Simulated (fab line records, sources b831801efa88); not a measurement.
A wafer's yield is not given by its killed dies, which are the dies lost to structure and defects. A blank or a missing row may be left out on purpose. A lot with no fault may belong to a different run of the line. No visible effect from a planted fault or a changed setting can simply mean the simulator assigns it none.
The tool behind it: which one?    flow gf180mcu    Sampling: 24 lots, 72 wafers, 5 of 602 route steps

== WHAT THE GAUGES SHOWED, per wafer ==
GF_M1_CD_MEAS_14 targets a cd of 230 nm.
lot   measured      on         cd_nm (nm)
L074  day 16 23:52  cd_sem-02  230.4 231.9 231.3
L075  day 17 11:55  cd_sem-01  231.6 232.5 231.5
L076  day 18 01:04  cd_sem-01  231.4 230.4 232.1
L077  day 18 04:30  cd_sem-02  230.6 230.6 231.6
L078  day 18 20:28  cd_sem-01  231.9 230.5 230.8
L079  day 19 07:31  cd_sem-01  228.8 229.8 229.5
L080  day 19 18:05  cd_sem-01  228.7 228.1 228.5
L081  day 19 22:56  cd_sem-01  230.8 230.4 230.7
L082  day 20 04:27  cd_sem-02  232.8 232.6 231.7
L083  day 20 15:56  cd_sem-02  230.2 230.2 229.9
L084  day 20 23:17  cd_sem-02  230.4 231.0 230.2
L085  day 21 04:12  cd_sem-02  230.4 229.9 230.5
L086  day 21 21:18  cd_sem-02  229.0 229.4 229.6
L087  day 22 01:48  cd_sem-02  229.5 229.3 230.2
L088  day 22 09:01  cd_sem-02  232.2 231.3 230.9
L089  day 22 15:44  cd_sem-01  227.9 227.6 229.0
L090  day 23 01:12  cd_sem-01  228.3 227.8 229.0
L091  day 23 06:55  cd_sem-02  230.9 230.7 229.3
L092  day 23 15:52  cd_sem-01  230.6 230.5 230.5
L093  day 23 23:37  cd_sem-02  229.2 228.8 230.4
L094  day 24 10:19  cd_sem-02  227.2 227.6 226.2
L095  day 24 13:38  cd_sem-02  234.5 233.7 234.1
L096  day 24 17:11  cd_sem-01  229.6 229.6 229.1
L097  day 25 05:53  cd_sem-01  231.7 230.3 231.1

GF_V1_CD_MEAS_14 targets a cd of 260 nm.
lot   measured      on         cd_nm (nm)
L074  day 18 01:09  cd_sem-02  259.8 258.3 259.3
L075  day 18 11:24  cd_sem-02  258.4 259.7 259.8
L076  day 19 02:39  cd_sem-01  259.1 259.7 259.6
L077  day 19 05:39  cd_sem-01  261.1 260.2 261.8
L078  day 19 21:43  cd_sem-02  257.7 258.1 257.7
L079  day 20 09:20  cd_sem-02  259.0 258.3 259.2
L080  day 20 19:37  cd_sem-02  260.2 260.4 260.0
L081  day 21 01:05  cd_sem-02  261.5 260.3 259.8
L082  day 21 06:18  cd_sem-02  260.9 260.7 259.9
L083  day 21 17:59  cd_sem-02  258.6 258.0 257.1
L084  day 22 00:14  cd_sem-01  260.1 260.0 260.0
L085  day 22 05:17  cd_sem-01  259.6 260.8 259.7
L086  day 22 22:02  cd_sem-01  259.9 260.0 259.1
L087  day 23 02:45  cd_sem-01  258.8 258.2 259.3
L088  day 23 09:37  cd_sem-01  258.2 258.4 258.6
L089  day 23 16:28  cd_sem-01  261.4 260.0 261.4
L090  day 24 01:03  cd_sem-01  260.3 260.6 260.0
L091  day 24 06:51  cd_sem-01  257.5 257.8 257.7
L092  day 24 15:31  cd_sem-02  260.0 258.3 260.1
L093  day 24 23:03  cd_sem-02  258.6 259.7 259.0
L094  day 25 09:40  cd_sem-01  259.3 258.8 259.1
L095  day 25 13:00  cd_sem-01  259.6 260.7 260.9
L096  day 25 16:39  cd_sem-01  260.0 259.5 261.7
L097  day 26 04:31  cd_sem-01  258.9 259.6 260.2

GF_V1_RS_MEAS_24: measures by four-point-probe.
lot   measured      on             V1_W_RS (ohm/sq)
L074  day 18 02:20  film_metro-04  0.328 0.327 0.326
L075  day 18 12:28  film_metro-04  0.332 0.327 0.322
L076  day 19 03:46  film_metro-02  0.330 0.323 0.328
L077  day 19 06:45  film_metro-02  0.322 0.323 0.323
L078  day 19 22:44  film_metro-03  0.323 0.327 0.325
L079  day 20 10:22  film_metro-02  0.321 0.327 0.321
L080  day 20 20:41  film_metro-03  0.328 0.327 0.329
L081  day 21 02:08  film_metro-02  0.327 0.327 0.318
L082  day 21 07:21  film_metro-02  0.336 0.324 0.335
L083  day 21 19:02  film_metro-03  0.328 0.328 0.333
L084  day 22 01:16  film_metro-02  0.319 0.325 0.319
L085  day 22 06:21  film_metro-03  0.325 0.331 0.321
L086  day 22 23:05  film_metro-02  0.325 0.324 0.333
L087  day 23 03:51  film_metro-02  0.323 0.327 0.324
L088  day 23 10:40  film_metro-04  0.324 0.330 0.324
L089  day 23 17:30  film_metro-03  0.328 0.323 0.327
L090  day 24 02:05  film_metro-04  0.324 0.331 0.327
L091  day 24 07:55  film_metro-04  0.334 0.334 0.330
L092  day 24 16:33  film_metro-02  0.320 0.321 0.328
L093  day 25 00:05  film_metro-02  0.327 0.329 0.322
L094  day 25 10:41  film_metro-03  0.323 0.323 0.325
L095  day 25 14:04  film_metro-04  0.331 0.326 0.329
L096  day 25 17:44  film_metro-02  0.331 0.330 0.334
L097  day 26 05:33  film_metro-03  0.331 0.330 0.328

GF_V2_THK_MEAS_01.
lot   measured      on             V2_CVD_00_THK (nm)
L074  day 19 04:10  film_metro-01  610 596 602
L075  day 19 15:00  film_metro-04  604 607 609
L076  day 20 05:52  film_metro-03  603 598 596
L077  day 20 09:00  film_metro-01  602 583 601
L078  day 21 01:23  film_metro-04  605 617 601
L079  day 21 12:12  film_metro-01  606 612 604
L080  day 21 22:13  film_metro-04  605 613 604
L081  day 22 03:03  film_metro-04  612 608 597
L082  day 22 08:24  film_metro-03  611 611 613
L083  day 22 19:56  film_metro-04  605 608 592
L084  day 23 02:25  film_metro-03  611 598 610
L085  day 23 07:25  film_metro-03  602 616 600
L086  day 23 23:51  film_metro-01  604 612 608
L087  day 24 04:05  film_metro-01  598 588 589
L088  day 24 10:31  film_metro-03  597 592 585
L089  day 24 17:43  film_metro-01  587 593 595
L090  day 25 02:42  film_metro-01  594 592 593
L091  day 25 07:31  film_metro-03  592 595 597
L092  day 25 15:21  film_metro-04  602 599 593
L093  day 25 23:17  film_metro-03  593 593 600
L094  day 26 09:26  film_metro-01  602 615 603
L095  day 26 13:04  film_metro-04  604 588 598
L096  day 26 16:10  film_metro-03  600 602 610
L097  day 27 03:34  film_metro-01  605 606 586

GF_V2_CD_MEAS_14 targets a cd of 260 nm.
lot   measured      on         cd_nm (nm)
L074  day 20 05:10  cd_sem-02  258.3 258.3 257.6
L075  day 20 15:33  cd_sem-02  260.9 260.3 259.9
L076  day 21 06:47  cd_sem-02  259.7 259.4 259.1
L077  day 21 10:20  cd_sem-01  259.7 260.1 259.5
L078  day 22 01:51  cd_sem-01  262.2 262.4 261.3
L079  day 22 12:16  cd_sem-02  258.6 260.0 258.9
L080  day 22 21:50  cd_sem-02  259.6 258.0 259.2
L081  day 23 03:20  cd_sem-02  262.0 260.5 261.2
L082  day 23 07:47  cd_sem-01  259.4 259.6 258.5
L083  day 23 19:47  cd_sem-01  258.8 260.3 260.5
L084  day 24 01:32  cd_sem-02  259.5 258.8 257.7
L085  day 24 06:18  cd_sem-01  258.9 260.1 259.9
L086  day 24 22:29  cd_sem-02  257.6 258.6 257.5
L087  day 25 02:41  cd_sem-02  260.7 260.7 262.2
L088  day 25 08:54  cd_sem-02  260.4 261.2 260.2
L089  day 25 16:20  cd_sem-02  261.6 260.8 260.3
L090  day 26 00:54  cd_sem-02  259.1 259.5 259.1
L091  day 26 05:28  cd_sem-01  261.2 261.5 261.4
L092  day 26 13:28  cd_sem-01  259.6 260.4 260.0
L093  day 26 20:58  cd_sem-02  259.8 260.4 259.5
L094  day 27 06:29  cd_sem-01  258.0 259.3 259.3
L095  day 27 10:29  cd_sem-01  257.9 257.2 258.0
L096  day 27 12:44  cd_sem-02  258.5 258.1 257.0
L097  day 28 00:14  cd_sem-01  258.8 259.2 260.3

== TOOL THAT RAN EACH LOT (tool first, then ch and the chambers of the sampled wafers, then the start) ==
The record shows no process step preceding these readings.

== AS READ BY THE TOOLS THEMSELVES (means over the sampled wafers that have a number; for cases with no such wafer, the mark the record gives instead) ==
The record holds no such reading with a usual standard deviation.

== THE ANSWER, worked out from the rows above alone ==
Rule: the lots themselves supply what counts as usual. The widest of any qualifying gaps counts: lots, ordered by their means at a reading, are off when they make up no more than a third of the lots, leave a main group of 4 or more, and stand apart from it by 3 or more times the standard deviation of that group's means. A main group whose means are all the same, to the digits that the tables above print for the reading, isn't used. Also off: a lot with no number at a reading for which 4 or more lots have one. Any other lot the step has rows for is counted as sound. After the gauges, taken in route order, come the tools' own readings; for these a lot's mean is taken, as printed above. At the first step where some lot is off, the reading lying furthest off is the one used; lots without a number count as furthest.
Across all readings shown, no lot is off: no conclusion can be drawn from this.

== WHAT HAD BEEN PUT IN BY THE SIMULATOR ==
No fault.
